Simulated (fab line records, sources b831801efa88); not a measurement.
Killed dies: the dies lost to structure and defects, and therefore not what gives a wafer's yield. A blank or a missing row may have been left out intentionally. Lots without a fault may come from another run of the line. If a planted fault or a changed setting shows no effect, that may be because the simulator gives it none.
The tool behind it: which one? / flow sky130 / 33 wafers from 11 lots sampled at 4 of the route's 708 steps

WHAT THE GAUGES READ, wafer by wafer
SKY_POLY_GATE_THK_MEAS_01.
lot=L133; measured=day 14 08:53; on=film_metro-03; POLY_GATE_CVD_00_THK (nm)=180.9 180.3 181.6
lot=L134; measured=day 14 18:01; on=film_metro-04; POLY_GATE_CVD_00_THK (nm)=180.4 181.4 179.8
lot=L136; measured=day 16 02:47; on=film_metro-02; POLY_GATE_CVD_00_THK (nm)=180.9 179.2 180.9
lot=L138; measured=day 16 02:49; on=film_metro-04; POLY_GATE_CVD_00_THK (nm)=179.8 179.6 178.5
lot=L140; measured=day 17 15:23; on=film_metro-04; POLY_GATE_CVD_00_THK (nm)=135.0 133.7 133.8
lot=L141; measured=day 17 15:23; on=film_metro-02; POLY_GATE_CVD_00_THK (nm)=136.7 135.2 136.1
lot=L151; measured=day 21 00:34; on=film_metro-02; POLY_GATE_CVD_00_THK (nm)=179.4 179.3 179.0
lot=L152; measured=day 21 02:22; on=film_metro-03; POLY_GATE_CVD_00_THK (nm)=179.4 180.9 180.0
lot=L153; measured=day 21 11:22; on=film_metro-02; POLY_GATE_CVD_00_THK (nm)=180.4 180.0 180.1
lot=L154; measured=day 21 23:59; on=film_metro-04; POLY_GATE_CVD_00_THK (nm)=178.8 180.9 180.2
lot=L155; measured=day 22 04:31; on=film_metro-02; POLY_GATE_CVD_00_THK (nm)=182.3 182.3 182.4

WHICH TOOL RAN EACH LOT (tool, then ch and the chambers of the sampled wafers, then the start)
lot=L133; SKY_FIELD_ISO_ETCH_15=rie_diel-03 ch 1,2,3, day 2 10:08; SKY_NWELL_RTA_28=rtp_anneal-02 ch 0, day 5 15:03; SKY_POLY_GATE_CVD_00=lpcvd-01 ch 0, day 14 07:41
lot=L134; SKY_FIELD_ISO_ETCH_15=rie_diel-03 ch 0,2,3, day 2 15:30; SKY_NWELL_RTA_28=rtp_anneal-02 ch 0, day 5 19:43; SKY_POLY_GATE_CVD_00=lpcvd-01 ch 0, day 14 16:49
lot=L136; SKY_FIELD_ISO_ETCH_15=rie_diel-01 ch 1,2, day 3 02:53; SKY_NWELL_RTA_28=rtp_anneal-01 ch 0, day 6 10:50; SKY_POLY_GATE_CVD_00=lpcvd-01 ch 1, day 16 00:59
lot=L138; SKY_FIELD_ISO_ETCH_15=rie_diel-03 ch 0,1,2, day 3 11:36; SKY_NWELL_RTA_28=rtp_anneal-01 ch 0, day 6 19:22; SKY_POLY_GATE_CVD_00=lpcvd-01 ch 0, day 16 00:59
lot=L140; SKY_FIELD_ISO_ETCH_15=rie_diel-01 ch 0,1,2, day 3 22:06; SKY_NWELL_RTA_28=rtp_anneal-01 ch 0, day 7 08:44; SKY_POLY_GATE_CVD_00=lpcvd-01 ch 0, day 17 14:11
lot=L141; SKY_FIELD_ISO_ETCH_15=rie_diel-03 ch 0,1,2, day 4 03:00; SKY_NWELL_RTA_28=rtp_anneal-02 ch 0, day 7 13:38; SKY_POLY_GATE_CVD_00=lpcvd-01 ch 0, day 17 14:11
lot=L151; SKY_FIELD_ISO_ETCH_15=rie_diel-04 ch 2,3, day 6 08:54; SKY_NWELL_RTA_28=rtp_anneal-02 ch 0, day 10 05:45; SKY_POLY_GATE_CVD_00=lpcvd-01 ch 1, day 20 23:21
lot=L152; SKY_FIELD_ISO_ETCH_15=rie_diel-03 ch 1,2,3, day 6 15:14; SKY_NWELL_RTA_28=rtp_anneal-01 ch 0, day 10 11:01; SKY_POLY_GATE_CVD_00=lpcvd-01 ch 0, day 21 00:33
lot=L153; SKY_FIELD_ISO_ETCH_15=rie_diel-03 ch 0,2,3, day 6 18:35; SKY_NWELL_RTA_28=rtp_anneal-02 ch 0, day 10 16:17; SKY_POLY_GATE_CVD_00=lpcvd-01 ch 1, day 21 10:10
lot=L154; SKY_FIELD_ISO_ETCH_15=rie_diel-04 ch 2,3, day 7 02:39; SKY_NWELL_RTA_28=rtp_anneal-02 ch 0, day 11 00:58; SKY_POLY_GATE_CVD_00=lpcvd-01 ch 0, day 21 22:46
lot=L155; SKY_FIELD_ISO_ETCH_15=rie_diel-01 ch 2,3, day 7 07:15; SKY_NWELL_RTA_28=rtp_anneal-01 ch 0, day 11 09:08; SKY_POLY_GATE_CVD_00=lpcvd-01 ch 1, day 22 03:19
- SKY_FIELD_ISO_ETCH_15: etches the open film in CHF3/O2, stops on Si, target depth 180 nm, time 72 s.
- SKY_NWELL_RTA_28: time 30 s.
- SKY_POLY_GATE_CVD_00: deposits poly-Si, target thk 180 nm, time 720 s.

THE ANSWER, worked out from the rows above alone
Rule: the usual values come from the lots themselves. Put in order of their means at a reading, lots are off if they are a third of the lots or fewer, leave a main group of 4 or more, and stand apart from it by a gap of 3 or more times the standard deviation of the main group's means; of several such gaps the widest counts. A main group whose means are all the same, to the digits that the tables above print for the reading, isn't used. Also off: a lot with no number at a reading for which 4 or more lots have one. Any other lot the step has rows for is counted as sound.
Off: at SKY_POLY_GATE_THK_MEAS_01 (POLY_GATE_CVD_00_THK), L140, L141. Main group: mean 180.3 nm, sd 0.88.
A tool fits if, at a process step before that reading, it ran every lot that is off, and no sound lot after the first of them. The gauges at SKY_POLY_GATE_THK_MEAS_01 are tried like those tools. Of those tried, none fits.

WHAT THE SIMULATOR HAD PUT IN
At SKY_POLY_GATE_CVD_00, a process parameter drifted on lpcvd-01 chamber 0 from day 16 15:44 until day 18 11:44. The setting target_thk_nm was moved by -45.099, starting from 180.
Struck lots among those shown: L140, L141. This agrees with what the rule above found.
